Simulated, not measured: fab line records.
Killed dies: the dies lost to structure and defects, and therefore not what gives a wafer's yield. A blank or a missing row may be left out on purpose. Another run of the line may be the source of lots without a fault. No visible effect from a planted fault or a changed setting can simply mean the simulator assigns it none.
fab line records -- flow sky130
record: lots: 6, wafers: 18, last-day: 50
route steps=708 shown METAL1@446 VIA1@458 PAD_OPEN@708
lots that met no fault: from a run of the same line without faults
start-h: start of the lot's first displayed wafer, in hours after the record's first day -- wait-h: how many hours have passed since the lot's step before this one -- " the same as in the row above -- L1.1+2: several wafers, shown together as one row -- - no value present, or no start provided -- * or withheld: withheld -- < > ~ a bound
route shown NAME@n: a module of which the file shows steps, and the number in the route of the first -- usual: mean/standard deviation of fault-free wafers -- same: alike in all rows -- chamber/n: place in a boat -- sites: readings site by site -- _std_site: the values' standard deviation -- _edge_site: mean of outer sites minus mean of inner sites -- radius-mm: how far each site lies from the wafer's centre -- mask NAME#n: copy n -- behind: tool/chamber where the wafer was last shaped -- hold: reason for holding the lot/hours on hold/outcome of the hold -- device: whichever transistor did not switch (one of n, p or np) -- end of line: tests run on the same wafers once the route is complete -- for a step that has no rows: nothing shown but its recipe -- killed: dies that structure and defects cost at the first sort, which is not the same as the wafer's yield -- map: the dies of a wafer, with x for killed, . for not killed, _ for no die there
set.NAME: setting as actually run; set.NAME@STEP: the setting as run at that earlier step -- model.NAME: the simulator's own value behind a step, which no gauge read
lots at some steps of the route; a table a step, a row a wafer
services: from which hour (start-h, from the record's first day; less than 0 if before it) a tool's chamber was out of use, for how many hours, and why
== steps ==
step: SKY_METAL1_EXPOSE_12
recipe: mask-id: MM1, na: 0.8, source-shape: annular, sigma-inner: 0.55, sigma-outer: 0.85, target-cd-nm: 140, dose-mj: 28
step: SKY_METAL1_PEB_13
recipe: peb-temp-c: withheld, peb-time-s: withheld, resist: KrF-thick
step: SKY_METAL1_DEVELOP_14
recipe: develop-time-s: 60, resist: KrF-thick, dev-temp-c: 21
step: SKY_METAL1_CD_MEAS_15
recipe: target-cd-nm: 140
usual: cd-nm: 140.1/1.8
lot.wafer,tool,chamber,start-h,wait-h,cd-nm
L187.2,cd-sem-02,-,776.14,-,140.2
L187.3,cd-sem-02,-,776.14,-,143.1
L187.5,cd-sem-02,-,776.14,-,140.4
L186.1,cd-sem-01,-,781.63,-,138.8
L186.4,cd-sem-01,-,781.63,-,139.1
L186.6,cd-sem-01,-,781.63,-,139.5
L195.1,cd-sem-01,-,876.27,-,138.9
L195.4,cd-sem-01,-,876.27,-,138.1
L195.6,cd-sem-01,-,876.27,-,139.4
L201.2,cd-sem-01,-,876.87,-,140.2
L201.4,cd-sem-01,-,876.87,-,140.5
L201.5,cd-sem-01,-,876.87,-,139.3
L202.1,cd-sem-02,-,882.07,-,140.3
L202.4,cd-sem-02,-,882.07,-,140.2
L202.6,cd-sem-02,-,882.07,-,139.8
L209.1,cd-sem-01,-,929.65,-,141.2
L209.3,cd-sem-01,-,929.65,-,139.9
L209.4,cd-sem-01,-,929.65,-,139.5
step: SKY_METAL1_OVL_MEAS_16
usual: METAL1_OVL: 2/5.9
lot.wafer,tool,chamber,start-h,wait-h,METAL1_OVL[nm]
L187.2,overlay-02,-,776.25,0.1,-8
L187.3,overlay-02,-,776.25,0.1,-1
L187.5,overlay-02,-,776.25,0.1,-1
L186.1,overlay-01,-,781.75,0.1,12
L186.4,overlay-01,-,781.75,0.1,10
L186.6,overlay-01,-,781.75,0.1,4
L195.1,overlay-02,-,876.39,0.1,4
L195.4,overlay-02,-,876.39,0.1,1
L195.6,overlay-02,-,876.39,0.1,4
L201.2,overlay-01,-,876.98,0.1,-3
L201.4,overlay-01,-,876.98,0.1,-7
L201.5,overlay-01,-,876.98,0.1,-2
L202.1,overlay-02,-,882.19,0.1,7
L202.4,overlay-02,-,882.19,0.1,16
L202.6,overlay-02,-,882.19,0.1,8
L209.1,overlay-02,-,929.77,0.1,8
L209.3,overlay-02,-,929.77,0.1,0
L209.4,overlay-02,-,929.77,0.1,15
step: SKY_METAL1_DESCUM_17
recipe: chemistry: O2, source-power-w: 150, bias-power-w: 0, pressure-mtorr: 10, temp-c: 40, time-s: 8
usual: drypump-motor-current-A: 6.0/0.58, oes-product-au: 0.998/0.016, rf-fwd-power-W: 147.0/0.9, temp-c: 40.01/0.11
lot.wafer,tool,chamber,start-h,wait-h,drypump-motor-current-A,oes-product-au,rf-fwd-power-W,rf-hours-counter-h,temp-c
L187.2,rie-metal-04,1,776.28,0.0,6.5,0.987,148.0,9,39.81
L187.3,rie-metal-04,1,776.28,0.0,6.5,0.988,147.6,-,39.88
L187.5,rie-metal-04,0,776.28,0.0,6.3,1.022,146.8,-,39.87
L186.1,rie-metal-02,0,781.79,0.0,6.6,1.020,147.6,10,40.01
L186.4,rie-metal-02,1,781.79,0.0,6.3,1.004,146.5,-,40.01
L186.6,rie-metal-02,0,781.79,0.0,6.6,1.019,147.6,-,39.96
L195.1,rie-metal-04,0,876.43,0.0,6.3,1.025,147.0,14,39.91
L195.4,rie-metal-04,1,876.43,0.0,6.5,0.983,146.9,-,40.09
L195.6,rie-metal-04,1,876.43,0.0,6.5,0.983,147.0,-,40.00
L201.2,rie-metal-03,1,877.02,0.0,5.1,0.978,147.1,-,40.14
L201.4,rie-metal-03,1,877.02,0.0,5.1,0.985,146.7,-,40.18
L201.5,rie-metal-03,1,877.02,0.0,5.1,0.991,146.9,-,40.11
L202.1,rie-metal-04,1,882.23,0.0,6.5,0.974,147.4,12,40.13
L202.4,rie-metal-04,1,882.23,0.0,6.5,0.983,147.1,-,39.91
L202.6,rie-metal-04,0,882.23,0.0,6.3,1.023,145.6,-,40.06
L209.1,rie-metal-03,0,929.81,0.0,6.3,0.999,148.9,1,40.07
L209.3,rie-metal-03,0,929.81,0.0,6.3,0.989,148.7,-,40.12
L209.4,rie-metal-03,1,929.81,0.0,5.1,0.991,146.0,-,40.02
step: SKY_METAL1_ETCH_18
recipe: chemistry: N2/H2, target: BARC, ion-energy-ev: 200, bias-w: 100, pressure-mtorr: 30, n2-flow-sccm: 100, h2-flow-sccm: 200, icp-w: 500, stop-on: SiO2, time-s: 45.9, target-depth-a: 600
usual: drypump-motor-current-A: 6.0/0.58, oes-product-au: 0.854/0.0044, rf-fwd-power-W: 494.5/2.5, throttle-valve-pct: 13.226/0.0087
lot.wafer,tool,chamber,start-h,wait-h,drypump-motor-current-A,oes-product-au,rf-fwd-power-W,rf-hours-counter-h,throttle-valve-pct
L187.2,rie-metal-04,1,776.31,0.0,6.5,0.856,496.8,9,13.222
L187.3,rie-metal-04,1,776.31,0.0,6.5,0.852,496.2,-,13.243
L187.5,rie-metal-04,0,776.31,0.0,6.3,0.846,492.8,-,13.223
L186.1,rie-metal-02,0,781.82,0.0,6.6,0.852,496.7,10,13.224
L186.4,rie-metal-02,1,781.82,0.0,6.3,0.856,492.4,-,13.229
L186.6,rie-metal-02,0,781.82,0.0,6.6,0.851,494.3,-,13.243
L195.1,rie-metal-04,0,876.46,0.0,6.4,0.858,493.7,14,13.236
L195.4,rie-metal-04,1,876.46,0.0,6.5,0.857,497.5,-,13.226
L195.6,rie-metal-04,1,876.46,0.0,6.5,0.868,495.4,-,13.230
L201.2,rie-metal-03,1,877.09,0.1,5.1,0.856,493.1,-,13.233
L201.4,rie-metal-03,1,877.09,0.1,5.1,0.857,493.9,-,13.214
L201.5,rie-metal-03,1,877.09,0.1,5.1,0.864,491.4,-,13.232
L202.1,rie-metal-04,1,882.26,0.0,6.5,0.856,495.8,13,13.239
L202.4,rie-metal-04,1,882.26,0.0,6.5,0.847,493.9,-,13.234
L202.6,rie-metal-04,0,882.26,0.0,6.4,0.857,492.2,-,13.228
L209.1,rie-metal-03,0,929.84,0.0,6.2,0.851,498.5,1,13.218
L209.3,rie-metal-03,0,929.84,0.0,6.3,0.852,496.0,-,13.224
L209.4,rie-metal-03,1,929.84,0.0,5.1,0.853,494.7,-,13.246
step: SKY_METAL1_METAL_ETCH_19
recipe: target-depth-a: 3600, stop-on: SiO2, over-etch-frac: 0.3, time-s: 78, chemistry: Cl2/BCl3, resist-sidewall-deg: 88, pressure-mtorr: 10, icp-w: 900, bias-w: 48.5, Cl2_flow_sccm: 60, bcl3-flow-sccm: 30
usual: drypump-motor-current-A: 6.0/0.58, oes-product-au: 0.854/0.0061, rf-fwd-power-W: 893/4.2, throttle-valve-pct: 22.263/0.0093
lot.wafer,tool,chamber,start-h,wait-h,drypump-motor-current-A,oes-product-au,rf-fwd-power-W,rf-hours-counter-h,throttle-valve-pct
L187.2,rie-metal-04,1,776.37,0.0,6.5,0.866,893,9,22.267
L187.3,rie-metal-04,1,776.37,0.0,6.5,0.855,894,-,22.267
L187.5,rie-metal-04,0,776.37,0.0,6.3,0.870,895,-,22.274
L186.1,rie-metal-02,0,781.88,0.0,6.6,0.852,893,10,22.246
L186.4,rie-metal-02,1,781.88,0.0,6.3,0.857,886,-,22.262
L186.6,rie-metal-02,0,781.88,0.0,6.6,0.856,896,-,22.264
L195.1,rie-metal-04,0,876.52,0.0,6.3,0.858,894,14,22.256
L195.4,rie-metal-04,1,876.52,0.0,6.5,0.848,893,-,22.257
L195.6,rie-metal-04,1,876.52,0.0,6.5,0.858,893,-,22.267
L201.2,rie-metal-03,1,877.23,0.1,5.1,0.856,891,-,22.256
L201.4,rie-metal-03,1,877.23,0.1,5.1,0.848,891,-,22.258
L201.5,rie-metal-03,1,877.23,0.1,5.1,0.861,895,-,22.264
L202.1,rie-metal-04,1,882.32,0.0,6.5,0.852,896,13,22.265
L202.4,rie-metal-04,1,882.32,0.0,6.5,0.853,895,-,22.256
L202.6,rie-metal-04,0,882.32,0.0,6.3,0.854,886,-,22.259
L209.1,rie-metal-03,0,929.90,0.0,6.2,0.859,898,2,22.263
L209.3,rie-metal-03,0,929.90,0.0,6.2,0.851,898,-,22.275
L209.4,rie-metal-03,1,929.90,0.0,5.1,0.849,888,-,22.256
step: SKY_METAL1_STRIP_20
recipe: chemistry: O2/N2, power-w: 1400, pressure-mtorr: 1500, platen-temp-c: withheld, o2-flow-sccm: 3000, n2-flow-sccm: 300, overash-fraction: 0.5
usual: drypump-motor-current-A: 5.6/0.47, oes-product-au: 0.346/0.0061, strip-time-to-endpoint-s: 2.75/0.08
lot.wafer,tool,chamber,start-h,wait-h,drypump-motor-current-A,oes-product-au,rf-hours-counter-h,strip-time-to-endpoint-s
L187.2,plasma-asher-02,1,776.46,0.1,4.7,0.344,3,2.79
L187.3,plasma-asher-02,0,776.46,0.1,5.3,0.351,-,2.81
L187.5,plasma-asher-02,1,776.46,0.1,4.7,0.345,-,2.67
L186.1,plasma-asher-04,1,781.97,0.1,5.5,0.347,101,2.71
L186.4,plasma-asher-04,0,781.97,0.1,6.2,0.354,-,2.75
L186.6,plasma-asher-04,0,781.97,0.1,6.2,0.340,-,2.68
L195.1,plasma-asher-03,1,876.61,0.1,5.7,0.336,77,2.61
L195.4,plasma-asher-03,1,876.61,0.1,5.7,0.359,-,2.84
L195.6,plasma-asher-03,1,876.61,0.1,5.6,0.350,-,2.81
L201.2,plasma-asher-02,1,877.38,0.1,4.7,0.346,13,2.82
L201.4,plasma-asher-02,0,877.38,0.1,5.2,0.344,-,2.78
L201.5,plasma-asher-02,1,877.38,0.1,4.7,0.348,-,2.82
L202.1,plasma-asher-03,0,882.41,0.1,6.1,0.349,78,2.84
L202.4,plasma-asher-03,1,882.41,0.1,5.7,0.358,-,2.82
L202.6,plasma-asher-03,0,882.41,0.1,6.1,0.349,-,2.63
L209.1,plasma-asher-03,1,929.99,0.1,5.7,0.342,83,2.78
L209.3,plasma-asher-03,1,929.99,0.1,5.7,0.352,-,2.79
L209.4,plasma-asher-03,0,929.99,0.1,6.1,0.342,-,2.80
step: SKY_METAL1_STRIP_21
recipe: chemistry: post-etch-residue-remover, time-s: 1200, temp-c: 72.5
step: SKY_METAL1_CLEAN_22
recipe: chemistry: IPA, time-s: 180, temp-c: 25
step: SKY_METAL1_CLEAN_23
recipe: chemistry: O3/DIW, dry: n2-spin
step: SKY_VIA1_HDPCVD_00
recipe: material: SiO2, target-thk-nm: 1030, sigma-open-frac: 0.3, time-s: 171.7, temp-c: 400, sih4-flow-sccm: 60, pressure-mtorr: 6
usual: pressure-mtorr: 6.000/0.011
lot.wafer,tool,chamber,start-h,wait-h,pressure-mtorr,model.SiO2_of_VIA1_HDPCVD_00.thk-nm
L187.2,hdpcvd-01,1,777.06,0.0,5.988,1019
L187.3,hdpcvd-01,2,777.06,0.0,5.998,1022
L187.5,hdpcvd-01,2,777.06,0.0,5.992,1021
L186.1,hdpcvd-02,2,782.57,0.0,5.997,1010
L186.4,hdpcvd-02,1,782.57,0.0,5.992,1038
L186.6,hdpcvd-02,0,782.57,0.0,5.987,1045
L195.1,hdpcvd-02,2,877.21,0.0,6.010,1329
L195.4,hdpcvd-02,1,877.21,0.0,6.017,1346
L195.6,hdpcvd-02,0,877.21,0.0,6.001,1026
L201.2,hdpcvd-02,0,877.97,0.0,6.006,1023
L201.4,hdpcvd-02,1,877.97,0.0,6.012,1333
L201.5,hdpcvd-02,2,877.97,0.0,6.017,1012
L202.1,hdpcvd-01,1,883.01,0.0,5.999,1019
L202.4,hdpcvd-01,0,883.01,0.0,6.007,1036
L202.6,hdpcvd-01,2,883.01,0.0,6.008,1026
L209.1,hdpcvd-01,1,930.71,0.0,6.000,1037
L209.3,hdpcvd-01,2,930.71,0.0,5.993,1050
L209.4,hdpcvd-01,2,930.71,0.0,6.000,1045
step: SKY_VIA1_THK_MEAS_01
recipe: reads: SiO2_of_VIA1_HDPCVD_00
usual: VIA1_HDPCVD_THK: 1031/13
lot.wafer,tool,chamber,start-h,wait-h,VIA1_HDPCVD_THK[nm]
L187.2,film-metro-04,-,777.18,0.1,1019
L187.3,film-metro-04,-,777.18,0.1,1022
L187.5,film-metro-04,-,777.18,0.1,1020
L186.1,film-metro-04,-,782.68,0.1,1010
L186.4,film-metro-04,-,782.68,0.1,1037
L186.6,film-metro-04,-,782.68,0.1,1045
L195.1,film-metro-04,-,877.33,0.1,1329
L195.4,film-metro-04,-,877.33,0.1,1346
L195.6,film-metro-04,-,877.33,0.1,1026
L201.2,film-metro-02,-,878.09,0.1,1023
L201.4,film-metro-02,-,878.09,0.1,1333
L201.5,film-metro-02,-,878.09,0.1,1012
L202.1,film-metro-03,-,883.12,0.1,1019
L202.4,film-metro-03,-,883.12,0.1,1036
L202.6,film-metro-03,-,883.12,0.1,1026
L209.1,film-metro-03,-,930.82,0.1,1037
L209.3,film-metro-03,-,930.82,0.1,1050
L209.4,film-metro-03,-,930.82,0.1,1045
step: SKY_VIA1_CMP_02
recipe: material: SiO2, down-force-psi: 4, platen-rpm: 60, pad-velocity-m-s: 0.94248
usual: motor-current-A: 11.6/1.1, slurry-flow-ml-min: 150.0/0.49
lot.wafer,tool,chamber,start-h,wait-h,motor-current-A,slurry-flow-ml-min
L187.2,cmp-02,1,777.23,0.0,12.5,150.3
L187.3,cmp-02,3,777.23,0.0,9.6,149.3
L187.5,cmp-02,1,777.23,0.0,12.7,149.6
L186.4,cmp-01,3,782.74,0.0,11.3,150.6
L186.1,cmp-01,2,782.74,0.0,13.2,150.3
L186.6,cmp-01,3,782.74,0.0,10.6,149.7
L195.1,cmp-01,2,877.39,0.1,12.5,150.1
L195.4,cmp-01,3,877.39,0.1,10.7,150.8
L195.6,cmp-01,3,877.39,0.1,10.5,150.4
L201.2,cmp-02,0,878.14,0.0,10.6,149.5
L201.4,cmp-02,1,878.14,0.0,12.8,150.6
L201.5,cmp-02,1,878.14,0.0,12.9,150.6
L202.4,cmp-01,0,883.18,0.0,11.3,151.0
L202.1,cmp-01,2,883.18,0.0,12.2,150.9
L202.6,cmp-01,0,883.18,0.0,11.9,150.8
L209.1,cmp-01,3,930.96,0.1,10.8,150.4
L209.4,cmp-01,0,930.96,0.1,12.1,150.2
L209.3,cmp-01,1,930.96,0.1,12.0,150.5
step: SKY_PAD_OPEN_PROBE_99
usual: defect-limited-yield: 82.7/2, killed_at_M0_to_M3: 42/7.4, killed_at_M4_up: 3.5/1.9, killed-at-contacts: 24/5.2, killed-at-front-end: 15/4.5, killed-at-other: 0.2/0.53, killed-dies: 85/9.8, killed-open: 46/7.6, killed-short: 39/6.5, sort_bin_3_pad_short: 0.9/0.4, sort_bin_5_function: 10.3/1.5, sort_bin_6_memory: 6.1/1.1, sort-n-pass: 407/9.8, sort-yield-pct: 82.7/2
same: gross-dies: 492, killed-at-back-side: 0, sort_bin_4_leakage[%]: 0, sort_bin_8_speed[%]: 0
lot.wafer,tool,chamber,start-h,wait-h,defect-limited-yield[%],killed_at_M0_to_M3,killed_at_M4_up,killed-at-contacts,killed-at-front-end,killed-at-other,killed-dies,killed-open,killed-short,sort_bin_3_pad_short[%],sort_bin_5_function[%],sort_bin_6_memory[%],sort-n-pass,sort-yield-pct[%]
L187.2,prober-01,-,1085.30,0.1,80.9,38,2,39,15,0,94,58,36,0.4,11.2,7.5,398,80.9
L187.3,prober-01,-,1085.35,0.2,79.7,49,5,31,15,0,100,45,55,1.2,12.4,6.7,392,79.7
L187.5,prober-01,-,1085.45,0.2,83.5,37,3,23,18,0,81,42,39,0.4,10.8,5.3,411,83.5
L186.1,prober-02,-,1087.52,0.1,81.5,50,3,23,14,1,91,44,47,1.0,10.6,6.9,401,81.5
L186.4,prober-02,-,1087.67,0.2,82.5,47,4,24,11,0,86,46,40,0.4,11.6,5.5,406,82.5
L186.6,prober-02,-,1087.77,0.2,86.0,38,5,20,5,1,69,33,36,0.8,9.1,4.1,423,86.0
L195.1,prober-02,-,1164.45,0.1,81.3,38,4,27,23,0,92,49,43,1.2,11.0,6.5,400,81.3
L195.4,prober-02,-,1164.60,0.2,82.5,50,2,20,13,1,86,47,39,0.8,8.9,7.7,406,82.5
L195.6,prober-02,-,1164.70,0.2,83.9,34,5,29,11,0,79,47,32,0.2,10.4,5.5,413,83.9
L201.2,prober-01,-,1165.77,0.1,83.5,30,3,35,13,0,81,44,37,1.0,9.8,5.7,411,83.5
L201.4,prober-01,-,1165.87,0.2,81.1,53,4,17,19,0,93,44,49,1.0,12.4,5.5,399,81.1
L201.5,prober-01,-,1165.92,0.2,82.5,36,3,24,23,0,86,54,32,0.8,10.2,6.5,406,82.5
L202.1,prober-02,-,1167.62,0.1,82.3,49,5,15,18,0,87,53,34,1.0,11.6,5.1,405,82.3
L202.4,prober-02,-,1167.77,0.2,83.9,35,5,29,10,0,79,42,37,0.8,10.8,4.5,413,83.9
L202.6,prober-02,-,1167.87,0.2,83.9,43,6,19,11,0,79,46,33,0.6,10.0,5.5,413,83.9
L209.1,prober-01,-,1200.04,0.1,81.1,48,3,26,16,0,93,53,40,1.0,12.8,5.1,399,81.1
L209.3,prober-01,-,1200.14,0.2,80.3,49,1,25,22,0,97,51,46,1.0,12.8,5.9,395,80.3
L209.4,prober-01,-,1200.19,0.2,82.3,29,4,28,26,0,87,45,42,1.2,11.4,5.1,405,82.3
killed by level:class
L187.2 CONTACT:geometric-particle:open=15 CONTACT:geometric-particle:short=10 POLY_GATE:geometric-particle:open=9 LI_CONTACT:geometric-particle:open=7 VIA1:geometric-particle:open=7 METAL1:geometric-particle:open=5 FIELD_ISO:geometric-particle:open=4 VIA3:geometric-particle:open=4
L187.3 VIA1:geometric-particle:open=11 CONTACT:geometric-particle:short=9 VIA1:geometric-particle:short=8 LI_CONTACT:geometric-particle:open=8 LOCAL_INTERCONNECT:geometric-particle:short=7 METAL1:geometric-particle:short=7 CONTACT:geometric-particle:open=6 VIA3:geometric-particle:open=6
L187.5 VIA1:geometric-particle:open=10 CONTACT:geometric-particle:open=7 VIA2:geometric-particle:open=7 POLY_GATE:geometric-particle:short=5 LI_CONTACT:geometric-particle:open=5 CONTACT:geometric-particle:short=5 FIELD_ISO:geometric-particle:open=4 METAL1:geometric-particle:short=4
L186.1 VIA1:geometric-particle:open=14 LI_CONTACT:geometric-particle:open=8 METAL2:geometric-particle:short=8 VIA3:geometric-particle:open=6 VIA1:geometric-particle:short=5 CONTACT:geometric-particle:open=5 VIA2:geometric-particle:short=5 FIELD_ISO:geometric-particle:short=4
L186.4 VIA1:geometric-particle:open=8 LI_CONTACT:geometric-particle:open=7 CONTACT:geometric-particle:open=7 VIA3:geometric-particle:open=6 VIA1:geometric-particle:short=6 METAL1:geometric-particle:short=5 VIA3:geometric-particle:short=5 VIA2:geometric-particle:open=4
L186.6 LI_CONTACT:geometric-particle:open=6 CONTACT:geometric-particle:open=6 METAL1:geometric-particle:short=6 VIA2:geometric-particle:open=6 VIA1:geometric-particle:short=5 VIA1:geometric-particle:open=5 LOCAL_INTERCONNECT:geometric-particle:short=4 METAL3:geometric-particle:short=4
L195.1 POLY_GATE:geometric-particle:open=9 METAL1:geometric-particle:short=8 CONTACT:geometric-particle:short=7 CONTACT:geometric-particle:open=7 VIA2:geometric-particle:open=7 VIA1:geometric-particle:open=6 LI_CONTACT:geometric-particle:open=6 POLY_GATE:geometric-particle:short=5
L195.4 VIA1:geometric-particle:open=14 METAL2:geometric-particle:short=7 VIA3:geometric-particle:open=6 LI_CONTACT:geometric-particle:open=6 CONTACT:geometric-particle:open=6 METAL1:geometric-particle:short=6 FIELD_ISO:geometric-particle:short=4 LI_CONTACT:geometric-particle:short=4
L195.6 CONTACT:geometric-particle:open=9 VIA3:geometric-particle:open=8 VIA1:geometric-particle:open=8 LI_CONTACT:geometric-particle:short=7 LI_CONTACT:geometric-particle:open=7 VIA2:geometric-particle:open=5 METAL1:geometric-particle:short=4 FIELD_ISO:geometric-particle:open=4
L201.2 CONTACT:geometric-particle:open=14 VIA1:geometric-particle:open=10 LOCAL_INTERCONNECT:geometric-particle:short=6 VIA1:geometric-particle:short=6 LI_CONTACT:geometric-particle:short=5 LI_CONTACT:geometric-particle:open=5 FIELD_ISO:geometric-particle:open=3 FIELD_ISO:geometric-particle:short=3
L201.4 VIA3:geometric-particle:open=11 VIA1:geometric-particle:open=8 METAL2:geometric-particle:short=8 VIA2:geometric-particle:open=6 METAL3:geometric-particle:short=5 VIA3:geometric-particle:short=5 FIELD_ISO:geometric-particle:short=4 SPACER:geometric-particle:short=4
L201.5 FIELD_ISO:geometric-particle:open=10 CONTACT:geometric-particle:open=9 LI_CONTACT:geometric-particle:open=8 VIA1:geometric-particle:open=8 VIA2:geometric-particle:open=8 VIA3:geometric-particle:open=6 FIELD_ISO:geometric-particle:short=5 METAL2:geometric-particle:short=4
L202.1 VIA1:geometric-particle:open=13 METAL1:geometric-particle:short=8 VIA2:geometric-particle:open=8 FIELD_ISO:geometric-particle:short=6 VIA3:geometric-particle:open=6 LI_CONTACT:geometric-particle:open=6 CONTACT:geometric-particle:open=5 VIA1:geometric-particle:short=5
L202.4 CONTACT:geometric-particle:open=10 VIA3:geometric-particle:open=8 LI_CONTACT:geometric-particle:open=7 METAL1:geometric-particle:short=7 CONTACT:geometric-particle:short=6 METAL2:geometric-particle:short=5 LOCAL_INTERCONNECT:geometric-particle:short=4 VIA2:geometric-particle:open=4
L202.6 VIA2:geometric-particle:open=12 CONTACT:geometric-particle:open=9 VIA1:geometric-particle:open=7 METAL1:geometric-particle:short=6 VIA3:geometric-particle:open=6 LI_CONTACT:geometric-particle:open=4 LI_CONTACT:geometric-particle:short=4 METAL2:geometric-particle:short=4
L209.1 LI_CONTACT:geometric-particle:open=13 VIA1:geometric-particle:open=12 CONTACT:geometric-particle:open=7 METAL1:geometric-particle:short=7 VIA2:geometric-particle:open=6 VIA3:geometric-particle:open=5 VIA1:geometric-particle:short=4 VIA3:geometric-particle:short=4
L209.3 CONTACT:geometric-particle:open=10 VIA1:geometric-particle:short=9 VIA2:geometric-particle:open=8 VIA1:geometric-particle:open=8 POLY_GATE:geometric-particle:short=7 VIA3:geometric-particle:open=7 POLY_GATE:geometric-particle:open=5 LI_CONTACT:geometric-particle:open=5
L209.4 CONTACT:geometric-particle:open=12 FIELD_ISO:geometric-particle:open=9 FIELD_ISO:geometric-particle:short=8 LOCAL_INTERCONNECT:geometric-particle:short=6 LI_CONTACT:geometric-particle:open=6 METAL3:geometric-particle:short=6 POLY_GATE:geometric-particle:open=4 METAL1:geometric-particle:short=4
== services ==
tool,chamber,start-h,hours,kind
cmp-01,-,768.06,1.1,repair
hdpcvd-01,-,768.37,0.6,repair
cmp-02,-,769.29,6.0,pm
hdpcvd-02,2,770.71,5.6,repair
cmp-02,-,779.28,1.5,repair
hdpcvd-02,-,792.32,4.3,pm
rie-metal-04,1,836.73,16.0,repair
rie-metal-03,-,837.12,0.4,repair
rie-metal-03,1,840.36,15.6,repair
cmp-01,-,858.31,3.7,repair
hdpcvd-01,2,859.36,14.5,repair
rie-metal-03,-,861.10,0.4,repair
cmp-01,-,862.04,4.6,pm
cmp-01,-,866.02,2.0,repair
cmp-02,-,867.57,0.9,repair
hdpcvd-02,-,869.77,6.0,pm
rie-metal-03,0,874.07,-,clean
rie-metal-03,0,874.07,20.7,scheduled-down
cmp-01,-,875.18,1.0,repair
hdpcvd-02,1,880.39,18.4,repair
rie-metal-04,1,884.68,10.3,repair
cmp-01,-,897.88,1.5,repair
plasma-asher-02,-,910.95,4.3,pm
cmp-02,-,912.00,4.0,pm
== key ==
first-sign: step: SKY_VIA1_THK_MEAS_01, reading: VIA1_HDPCVD_THK, direction: up, sigmas: 23, usual: 1031, struck: 1336
effect none on later readings
model-effect: step: SKY_VIA1_HDPCVD_00, value: SiO2_of_VIA1_HDPCVD_00.thk-nm, without: 1025, struck: 1336
met-at SKY_VIA1_HDPCVD_00
struck-wafers L195.1,L195.4,L201.4
onset-between 782.57 877.21
fault: kind: process-parameter-drift, tool: hdpcvd-02, chamber: -, onset-h: 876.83, steps: SKY_VIA1_HDPCVD_00, channel: target-thk-nm, offset: 310.77, shape: step, end-h: 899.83, scope: struck-wafers-only, acts-in: these-recipes-only, stated: 1030
